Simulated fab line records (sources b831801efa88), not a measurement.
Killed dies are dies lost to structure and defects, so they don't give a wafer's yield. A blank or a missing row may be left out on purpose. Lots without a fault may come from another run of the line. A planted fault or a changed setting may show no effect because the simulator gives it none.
The tool behind it: which one?    flow sky130    6 lots with 18 wafers sampled at 2 steps, on a route of 708 steps

WHAT THE GAUGES READ, wafer by wafer
SKY_VIA3_CD_MEAS_12: target cd 200 nm.
lot   measured      on         cd nm (nm)
L742  day 40 06:46  cd sem-01  199.3 199.5 200.1
L745  day 41 05:08  cd sem-02  198.9 198.9 199.4
L748  day 41 23:22  cd sem-01  201.7 201.2 200.5
L749  day 42 21:32  cd sem-02  200.4 200.3 200.0
L754  day 44 02:46  cd sem-01  197.0 197.5 197.4
L763  day 46 07:32  cd sem-02  201.0 201.3 200.6

TOOL THAT RAN EACH LOT (tool first, then ch and the chambers of the sampled wafers, then the start)
lot   SKY_LDD_P_STRIP_10
L742  plasma asher-03 ch 0,1, day 19 17:11
L745  plasma asher-03 ch 0,1, day 20 22:02
L748  plasma asher-02 ch 0,1, day 21 22:58
L749  plasma asher-02 ch 0,1, day 22 21:22
L754  plasma asher-02 ch 1, day 24 13:54
L763  plasma asher-04 ch 0,1, day 27 08:42
- SKY_LDD_P_STRIP_10: strips in O2/N2.

THE ANSWER, worked out from the rows above alone
Rule: the lots themselves supply what counts as usual. Put in order of their means at a reading, lots are off if they are a third of the lots or fewer, leave a main group of 4 or more, and stand apart from it by a gap of 3 or more times the standard deviation of the main group's means; of several such gaps the widest counts. The tables above print the reading to a certain number of digits; a main group whose means all agree to those digits is not used. A lot without any number at a reading at which 4 lots or more have one is off too. Where the step has rows for the other lots, those lots are counted as sound.
No lot is off on any of the readings shown, so nothing can be concluded from this.

WHAT THE SIMULATOR HAD PUT IN
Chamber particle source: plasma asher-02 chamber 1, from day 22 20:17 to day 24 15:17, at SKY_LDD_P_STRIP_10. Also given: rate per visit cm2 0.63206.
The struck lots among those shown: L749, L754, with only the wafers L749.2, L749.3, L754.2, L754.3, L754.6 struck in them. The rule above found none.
